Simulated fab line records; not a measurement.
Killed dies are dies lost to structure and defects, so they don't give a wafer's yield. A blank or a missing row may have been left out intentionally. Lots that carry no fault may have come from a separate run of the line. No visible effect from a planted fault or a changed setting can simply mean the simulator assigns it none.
fab line records + flow sky130
record
- lots=14
- wafers=42
- last_day=50
route steps=708 shown VIA2@519 METAL3@536
lots untouched by any fault: they come from a run of this same line in which no faults occurred
start_h: hours from the record's opening day to when the first of the lot's shown wafers began + wait_h: hours from the lot's prior step to this one + " repeats the value in the row above + L1.1+2: a row that stands for several wafers + - no value, or no start was given + * or withheld: withheld + < > ~ a bound
route shown NAME@n: names a module that has steps shown in the file, with the first one's number in the route + usual: the fault-free wafers' mean and standard deviation + same: alike in all rows + chamber/n: place in a boat + sites: readings site by site + _std_site: how widely they spread, as a standard deviation + _edge_site: inner sites' mean taken away from outer sites' mean + radius_mm: how far each site lies from the wafer's centre + mask NAME#n: copy n + behind: the tool/chamber that last shaped the wafer + hold: why the lot was held/for how many hours/how that ended + device: whichever transistor did not switch (one of n, p or np) + end of line: the route-end tests of the same wafers + a step with no rows: only its recipe + killed: count of dies lost to structure and defects at first sort (not the wafer's yield) + map: dies across one wafer; x = killed, . = not, _ = none there
set.NAME: the setting as run; set.NAME@STEP: as run at that earlier step + model.NAME: the simulator's own value behind a step, which no gauge read
a sample of lots followed through the steps of the route, with each step as a table and each wafer as a row
services: a tool's chamber out of use, with start hour (start_h, from the record's first day; less than 0 if before it), hours out, and reason
## steps
# step SKY_VIA2_CD_MEAS_12
# recipe
- target_cd_nm=200
# usual
- cd_nm=199.8/1.7
| lot.wafer | tool      | chamber | start_h | wait_h | cd_nm |
|-----------|-----------|---------|---------|--------|-------|
| L669.1    | cd_sem-01 | -       | 830.54  | -      | 197.6 |
| L669.3    | "         | -       | "       | "      | 197.0 |
| L669.5    | "         | -       | "       | "      | 195.8 |
| L671.1    | cd_sem-02 | -       | 854.80  | -      | 200.9 |
| L671.4    | "         | -       | "       | "      | 201.1 |
| L671.5    | "         | -       | "       | "      | 199.6 |
| L673.1    | cd_sem-02 | -       | 877.74  | -      | 196.9 |
| L673.5    | "         | -       | "       | "      | 198.0 |
| L673.6    | "         | -       | "       | "      | 198.8 |
| L674.1    | cd_sem-02 | -       | 877.98  | -      | 199.4 |
| L674.3    | "         | -       | "       | "      | 199.9 |
| L674.4    | "         | -       | "       | "      | 199.9 |
| L676.1    | cd_sem-02 | -       | 899.74  | -      | 200.5 |
| L676.2    | "         | -       | "       | "      | 199.8 |
| L676.5    | "         | -       | "       | "      | 198.7 |
| L677.1    | cd_sem-01 | -       | 904.50  | -      | 195.8 |
| L677.2    | "         | -       | "       | "      | 196.6 |
| L677.4    | "         | -       | "       | "      | 200.0 |
| L678.3    | cd_sem-02 | -       | 910.43  | -      | 200.7 |
| L678.5    | "         | -       | "       | "      | 200.6 |
| L678.6    | "         | -       | "       | "      | 200.9 |
| L680.2    | cd_sem-01 | -       | 926.76  | -      | 199.3 |
| L680.5    | "         | -       | "       | "      | 197.7 |
| L680.6    | "         | -       | "       | "      | 198.4 |
| L682.1    | cd_sem-02 | -       | 939.49  | -      | 199.6 |
| L682.3    | "         | -       | "       | "      | 200.0 |
| L682.6    | "         | -       | "       | "      | 201.7 |
| L686.3    | cd_sem-01 | -       | 963.88  | -      | 200.9 |
| L686.4    | "         | -       | "       | "      | 199.5 |
| L686.6    | "         | -       | "       | "      | 200.4 |
| L688.4    | cd_sem-02 | -       | 1009.15 | -      | 199.2 |
| L688.5    | "         | -       | "       | "      | 200.3 |
| L688.6    | "         | -       | "       | "      | 201.1 |
| L689.1    | cd_sem-02 | -       | 1009.69 | -      | 200.0 |
| L689.3    | "         | -       | "       | "      | 200.6 |
| L689.4    | "         | -       | "       | "      | 200.7 |
| L690.1    | cd_sem-02 | -       | 1011.15 | -      | 202.5 |
| L690.3    | "         | -       | "       | "      | 203.1 |
| L690.5    | "         | -       | "       | "      | 203.6 |
| L692.4    | cd_sem-01 | -       | 1017.06 | -      | 197.9 |
| L692.5    | "         | -       | "       | "      | 198.2 |
| L692.6    | "         | -       | "       | "      | 199.6 |
# step SKY_VIA2_CMP_24
# recipe
- stop_on=SiO2
- t_overpolish_s=20
- down_force_psi=3.5
- platen_rpm=60
- target_thk_nm=0
- pad_velocity_m_s=0.94248
# usual
- motor_current_A=10.6/1
- overpolish_run_s=19.999/0.0081
- time_to_endpoint_s=100/3.9
# same
- t_overpolish_s=20
| lot.wafer | tool   | chamber | start_h | wait_h | motor_current_A | overpolish_run_s | time_to_endpoint_s |
|-----------|--------|---------|---------|--------|-----------------|------------------|--------------------|
| L669.1    | cmp-01 | 0       | 832.10  | 0.3    | 9.5             | 20.015           | 102                |
| L669.3    | "      | 1       | "       | "      | 9.2             | 19.998           | 99                 |
| L669.5    | "      | 0       | "       | "      | 10.2            | 20.001           | 101                |
| L671.4    | cmp-02 | 3       | 856.05  | 0.0    | 12.3            | 20.002           | 106                |
| L671.1    | "      | 2       | "       | "      | 10.3            | 19.994           | 105                |
| L671.5    | "      | 0       | "       | "      | 10.6            | 20.010           | 101                |
| L673.1    | cmp-02 | 1       | 879.13  | 0.2    | 9.9             | 19.998           | 101                |
| L673.6    | "      | 2       | "       | "      | 10.1            | 20.006           | 101                |
| L673.5    | "      | 3       | "       | "      | 12.8            | 20.001           | 100                |
| L674.3    | cmp-01 | 1       | 879.29  | 0.1    | 9.2             | 19.997           | 97                 |
| L674.4    | "      | 2       | "       | "      | 11.0            | 20.012           | 96                 |
| L674.1    | "      | 3       | "       | "      | 10.5            | 19.987           | 96                 |
| L676.2    | cmp-02 | 0       | 901.10  | 0.1    | 11.6            | 20.001           | 102                |
| L676.1    | "      | 2       | "       | "      | 10.8            | 19.994           | 105                |
| L676.5    | "      | 3       | "       | "      | 12.5            | 19.989           | 102                |
| L677.4    | cmp-02 | 0       | 905.98  | 0.2    | 11.8            | 19.990           | 98                 |
| L677.2    | "      | 1       | "       | "      | 10.1            | 20.003           | 101                |
| L677.1    | "      | 2       | "       | "      | 10.3            | 20.000           | 106                |
| L678.3    | cmp-02 | 2       | 911.77  | 0.2    | 10.0            | 20.004           | 102                |
| L678.6    | "      | 3       | "       | "      | 11.9            | 20.011           | 98                 |
| L678.5    | "      | 0       | "       | "      | 11.4            | 19.992           | 97                 |
| L680.2    | cmp-01 | 3       | 928.02  | 0.1    | 9.9             | 19.995           | 98                 |
| L680.5    | "      | 2       | "       | "      | 11.0            | 19.995           | 88                 |
| L680.6    | "      | 3       | "       | "      | 10.0            | 19.995           | 98                 |
| L682.3    | cmp-01 | 2       | 940.86  | 0.2    | 11.1            | 20.011           | 102                |
| L682.1    | "      | 0       | "       | "      | 9.6             | 19.992           | 103                |
| L682.6    | "      | 2       | "       | "      | 11.3            | 19.997           | 99                 |
| L686.4    | cmp-02 | 2       | 965.23  | 0.0    | 10.3            | 19.986           | 110                |
| L686.3    | "      | 0       | "       | "      | 11.3            | 20.005           | 105                |
| L686.6    | "      | 2       | "       | "      | 10.6            | 20.003           | 107                |
| L688.4    | cmp-01 | 3       | 1012.01 | 1.7    | 10.2            | 20.006           | 99                 |
| L688.5    | "      | 2       | "       | "      | 10.3            | 20.001           | 94                 |
| L688.6    | "      | 3       | "       | "      | 10.4            | 19.997           | 97                 |
| L689.4    | cmp-01 | 2       | 1012.26 | 1.4    | 11.3            | 20.000           | 95                 |
| L689.1    | "      | 3       | "       | "      | 9.8             | 19.999           | 96                 |
| L689.3    | "      | 1       | "       | "      | 9.4             | 19.993           | 95                 |
| L690.1    | cmp-01 | 0       | 1012.66 | 0.3    | 9.9             | 20.005           | 95                 |
| L690.3    | "      | 1       | "       | "      | 9.0             | 19.983           | 97                 |
| L690.5    | "      | 2       | "       | "      | 11.0            | 19.990           | 98                 |
| L692.4    | cmp-02 | 3       | 1018.34 | 0.1    | 12.2            | 20.004           | 96                 |
| L692.5    | "      | 1       | "       | "      | 10.1            | 20.016           | 103                |
| L692.6    | "      | 2       | "       | "      | 10.8            | 20.010           | 99                 |
# step SKY_METAL3_SPUTTER_04
# recipe
- material=TiN
- target_thk_nm=70
- power_w=6500
- time_s=58.3
- chamber_pressure_pa=0.4
# usual
- cathode_dc_power_W=6499.9/1.2
- chamber_pressure_pa=0.3999/0.00071
- throttle_valve_pct=29.9/1.2
| lot.wafer | tool           | chamber | start_h | wait_h | cathode_dc_power_W | chamber_pressure_pa | throttle_valve_pct |
|-----------|----------------|---------|---------|--------|--------------------|---------------------|--------------------|
| L669.1    | pvd_sputter-04 | -       | 832.45  | 0.0    | 6501.1             | 0.4001              | 30.8               |
| L669.3    | "              | -       | "       | "      | 6500.5             | 0.3998              | 30.8               |
| L669.5    | "              | -       | "       | "      | 6500.4             | 0.3995              | 28.2               |
| L671.1    | pvd_sputter-03 | -       | 856.46  | 0.0    | 6500.9             | 0.3999              | 30.1               |
| L671.4    | "              | -       | "       | "      | 6500.6             | 0.4010              | 32.1               |
| L671.5    | "              | -       | "       | "      | 6497.4             | 0.4007              | 28.3               |
| L673.1    | pvd_sputter-01 | -       | 879.38  | 0.0    | 6502.4             | 0.4002              | 30.0               |
| L673.5    | "              | -       | "       | "      | 6498.4             | 0.4001              | 30.2               |
| L673.6    | "              | -       | "       | "      | 6499.4             | 0.4011              | 30.0               |
| L674.1    | pvd_sputter-03 | -       | 879.64  | 0.0    | 6500.2             | 0.3992              | 28.2               |
| L674.3    | "              | -       | "       | "      | 6497.5             | 0.3996              | 29.6               |
| L674.4    | "              | -       | "       | "      | 6498.9             | 0.3994              | 28.2               |
| L676.1    | pvd_sputter-04 | -       | 901.45  | 0.0    | -                  | -                   | -                  |
| L676.2    | "              | -       | "       | "      | -                  | -                   | -                  |
| L676.5    | "              | -       | "       | "      | -                  | -                   | -                  |
| L677.1    | pvd_sputter-04 | -       | 906.33  | 0.0    | -                  | -                   | -                  |
| L677.2    | "              | -       | "       | "      | -                  | -                   | -                  |
| L677.4    | "              | -       | "       | "      | -                  | -                   | -                  |
| L678.3    | pvd_sputter-04 | -       | 912.02  | 0.0    | 6499.3             | 0.4003              | 28.5               |
| L678.5    | "              | -       | "       | "      | 6499.3             | 0.4000              | 30.6               |
| L678.6    | "              | -       | "       | "      | 6500.5             | 0.4004              | 30.8               |
| L680.2    | pvd_sputter-04 | -       | 928.38  | 0.0    | 6498.5             | 0.4000              | 28.5               |
| L680.5    | "              | -       | "       | "      | 6499.2             | 0.4010              | 30.5               |
| L680.6    | "              | -       | "       | "      | 6501.3             | 0.4006              | 28.4               |
| L682.1    | pvd_sputter-01 | -       | 941.21  | 0.0    | 6499.3             | 0.4004              | 30.3               |
| L682.3    | "              | -       | "       | "      | 6497.9             | 0.3997              | 30.1               |
| L682.6    | "              | -       | "       | "      | 6499.6             | 0.3990              | 30.1               |
| L686.3    | pvd_sputter-03 | -       | 965.64  | 0.0    | 6500.0             | 0.3992              | 31.9               |
| L686.4    | "              | -       | "       | "      | 6500.5             | 0.3996              | 30.0               |
| L686.6    | "              | -       | "       | "      | 6500.6             | 0.3988              | 29.9               |
| L688.4    | pvd_sputter-01 | -       | 1012.36 | 0.0    | 6498.4             | 0.4014              | 30.4               |
| L688.5    | "              | -       | "       | "      | 6498.8             | 0.3997              | 30.1               |
| L688.6    | "              | -       | "       | "      | 6500.6             | 0.3998              | 31.1               |
| L689.1    | pvd_sputter-04 | -       | 1012.66 | 0.0    | 6500.1             | 0.3999              | 29.3               |
| L689.3    | "              | -       | "       | "      | 6500.8             | 0.3991              | 30.8               |
| L689.4    | "              | -       | "       | "      | 6500.6             | 0.3996              | 30.8               |
| L690.1    | pvd_sputter-04 | -       | 1012.96 | 0.0    | 6501.8             | 0.4006              | 30.7               |
| L690.3    | "              | -       | "       | "      | 6500.5             | 0.3990              | 28.6               |
| L690.5    | "              | -       | "       | "      | 6499.3             | 0.4001              | 29.3               |
| L692.4    | pvd_sputter-04 | -       | 1018.64 | 0.0    | 6499.6             | 0.3993              | 28.7               |
| L692.5    | "              | -       | "       | "      | 6498.6             | 0.4002              | 29.4               |
| L692.6    | "              | -       | "       | "      | 6502.6             | 0.4013              | 30.8               |
# step SKY_METAL3_METAL_ETCH_18
# recipe
- target_depth_a=8450
- stop_on=SiO2
- over_etch_frac=0.3
- time_s=183.1
- chemistry=Cl2/BCl3
- resist_sidewall_deg=88
- pressure_mtorr=10
- icp_w=900
- bias_w=48.5
- Cl2_flow_sccm=60
- bcl3_flow_sccm=30
# usual
- drypump_motor_current_A=5.5/0.63
- oes_product_au=0.866/0.006
- throttle_valve_pct=22.263/0.0087
| lot.wafer | tool         | chamber | start_h | wait_h | drypump_motor_current_A | oes_product_au | rf_hours_counter_h | throttle_valve_pct |
|-----------|--------------|---------|---------|--------|-------------------------|----------------|--------------------|--------------------|
| L669.1    | rie_metal-04 | 0       | 885.05  | 0.0    | 5.8                     | 0.870          | 1                  | 22.255             |
| L669.3    | "            | 1       | "       | "      | 5.2                     | 0.878          | -                  | 22.275             |
| L669.5    | "            | 1       | "       | "      | 5.1                     | 0.871          | -                  | 22.276             |
| L671.1    | rie_metal-04 | 1       | 907.84  | 0.0    | 5.2                     | 0.867          | 2                  | 22.257             |
| L671.4    | "            | 1       | "       | "      | 5.2                     | 0.867          | -                  | 22.268             |
| L671.5    | "            | 0       | "       | "      | 5.9                     | 0.864          | -                  | 22.254             |
| L673.1    | rie_metal-03 | 1       | 930.65  | 0.0    | 4.7                     | 0.864          | 9                  | 22.267             |
| L673.5    | "            | 0       | "       | "      | 6.4                     | 0.870          | -                  | 22.273             |
| L673.6    | "            | 1       | "       | "      | 4.7                     | 0.860          | -                  | 22.257             |
| L674.1    | rie_metal-03 | 1       | 930.94  | 0.0    | 4.7                     | 0.865          | 9                  | 22.266             |
| L674.3    | "            | 0       | "       | "      | 6.4                     | 0.861          | -                  | 22.273             |
| L674.4    | "            | 1       | "       | "      | 4.7                     | 0.863          | -                  | 22.259             |
| L676.1    | rie_metal-03 | 0       | 950.89  | 0.0    | 6.4                     | 0.826          | 6                  | 22.250             |
| L676.2    | "            | 1       | "       | "      | 4.7                     | 0.835          | 11                 | 22.271             |
| L676.5    | "            | 0       | "       | "      | 6.4                     | 0.825          | -                  | 22.253             |
| L677.1    | rie_metal-03 | 0       | 956.89  | 0.0    | 6.3                     | 0.824          | 7                  | 22.251             |
| L677.2    | "            | 1       | "       | "      | 4.7                     | 0.825          | 11                 | 22.263             |
| L677.4    | "            | 0       | "       | "      | 6.4                     | 0.826          | -                  | 22.267             |
| L678.3    | rie_metal-04 | 0       | 962.55  | 0.1    | 5.9                     | 0.872          | -                  | 22.268             |
| L678.5    | "            | 0       | "       | "      | 5.8                     | 0.869          | -                  | 22.260             |
| L678.6    | "            | 1       | "       | "      | 5.2                     | 0.876          | -                  | 22.270             |
| L680.2    | rie_metal-03 | 0       | 978.25  | 0.0    | 6.4                     | 0.855          | 8                  | 22.269             |
| L680.5    | "            | 1       | "       | "      | 4.7                     | 0.860          | -                  | 22.268             |
| L680.6    | "            | 0       | "       | "      | 6.4                     | 0.857          | -                  | 22.281             |
| L682.1    | rie_metal-01 | 0       | 989.80  | 0.0    | 5.1                     | 0.863          | 9                  | 22.242             |
| L682.3    | "            | 0       | "       | "      | 5.1                     | 0.863          | -                  | 22.273             |
| L682.6    | "            | 1       | "       | "      | 5.8                     | 0.859          | -                  | 22.279             |
| L686.3    | rie_metal-04 | 1       | 1013.50 | 0.1    | 5.2                     | 0.864          | -                  | 22.267             |
| L686.4    | "            | 0       | "       | "      | 5.9                     | 0.864          | -                  | 22.271             |
| L686.6    | "            | 1       | "       | "      | 5.2                     | 0.877          | -                  | 22.255             |
| L688.4    | rie_metal-03 | 1       | 1056.60 | 0.1    | 4.7                     | 0.865          | -                  | 22.277             |
| L688.5    | "            | 0       | "       | "      | 6.4                     | 0.872          | -                  | 22.272             |
| L688.6    | "            | 1       | "       | "      | 4.7                     | 0.873          | -                  | 22.251             |
| L689.1    | rie_metal-01 | 1       | 1056.95 | 0.0    | 5.8                     | 0.865          | 20                 | 22.256             |
| L689.3    | "            | 1       | "       | "      | 5.7                     | 0.860          | -                  | 22.261             |
| L689.4    | "            | 0       | "       | "      | 5.2                     | 0.872          | -                  | 22.260             |
| L690.1    | rie_metal-01 | 1       | 1058.75 | 0.0    | 5.8                     | 0.862          | 21                 | 22.268             |
| L690.3    | "            | 0       | "       | "      | 5.1                     | 0.867          | -                  | 22.273             |
| L690.5    | "            | 0       | "       | "      | 5.2                     | 0.866          | -                  | 22.265             |
| L692.4    | rie_metal-04 | 1       | 1062.80 | 0.1    | 5.2                     | 0.869          | -                  | 22.273             |
| L692.5    | "            | 1       | "       | "      | 5.1                     | 0.862          | -                  | 22.266             |
| L692.6    | "            | 0       | "       | "      | 5.8                     | 0.865          | -                  | 22.258             |
## services
| tool           | chamber | start_h | hours | kind   |
|----------------|---------|---------|-------|--------|
| cmp-02         | -       | 821.57  | 5.7   | pm     |
| cmp-02         | -       | 827.78  | 5.6   | repair |
| cmp-02         | -       | 833.09  | 1.8   | repair |
| rie_metal-03   | 1       | 846.14  | 26.1  | repair |
| rie_metal-03   | -       | 846.47  | 2.8   | pm     |
| cmp-02         | -       | 856.40  | 9.6   | pm     |
| rie_metal-03   | 0       | 872.64  | 5.9   | repair |
| pvd_sputter-04 | -       | 882.14  | 4.5   | repair |
| cmp-01         | -       | 888.45  | 1.7   | repair |
| cmp-01         | -       | 890.97  | 1.5   | repair |
| cmp-01         | -       | 904.37  | 2.8   | repair |
| cmp-02         | -       | 912.00  | 4.0   | pm     |
| cmp-01         | -       | 917.49  | 5.7   | pm     |
| cmp-02         | -       | 944.68  | 4.8   | pm     |
| cmp-02         | -       | 949.66  | 0.6   | repair |
| cmp-01         | -       | 957.31  | 2.5   | repair |
| cmp-02         | -       | 965.71  | 4.6   | repair |
| cmp-01         | -       | 975.47  | 1.5   | repair |
| cmp-01         | -       | 1001.75 | 9.9   | repair |
| cmp-02         | -       | 1004.88 | 4.1   | repair |
| pvd_sputter-04 | -       | 1020.55 | 11.3  | repair |
| cmp-01         | -       | 1023.09 | 1.1   | repair |
| cmp-01         | -       | 1030.98 | 2.2   | repair |
| cmp-02         | -       | 1031.79 | 3.7   | repair |
## key
first_sign
- step=SKY_METAL3_SPUTTER_04
- reading=tool_record
- direction=missing
effect
- step=SKY_METAL3_METAL_ETCH_18
- reading=oes_product_au
- direction=down
- sigmas=6.6
- usual=0.866
- struck=0.827
met_at SKY_METAL3_SPUTTER_04
struck_lots L676,L677
later_rows_left_out L676.1,L676.2,L676.5,L677.1,L677.2,L677.4
sort_left_out L676.1,L676.2,L676.5,L677.1,L677.2,L677.4
not_acting_at SKY_VIA2_CD_MEAS_12,SKY_VIA2_CMP_24
onset_between 832.45 901.45
fault
- kind=skipped_step_whole
- tool=pvd_sputter-04
- chamber=-
- onset_h=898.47
- steps=SKY_METAL3_SPUTTER_04
- scope=struck_lots_only
# sort_left_out: the simulated sort isn't trusted on such a fault, so these wafers' sort isn't shown, and their yield isn't known
# later_rows_left_out: the simulator's readings of these wafers behind a module that went badly wrong aren't trusted and aren't shown, but for the sort
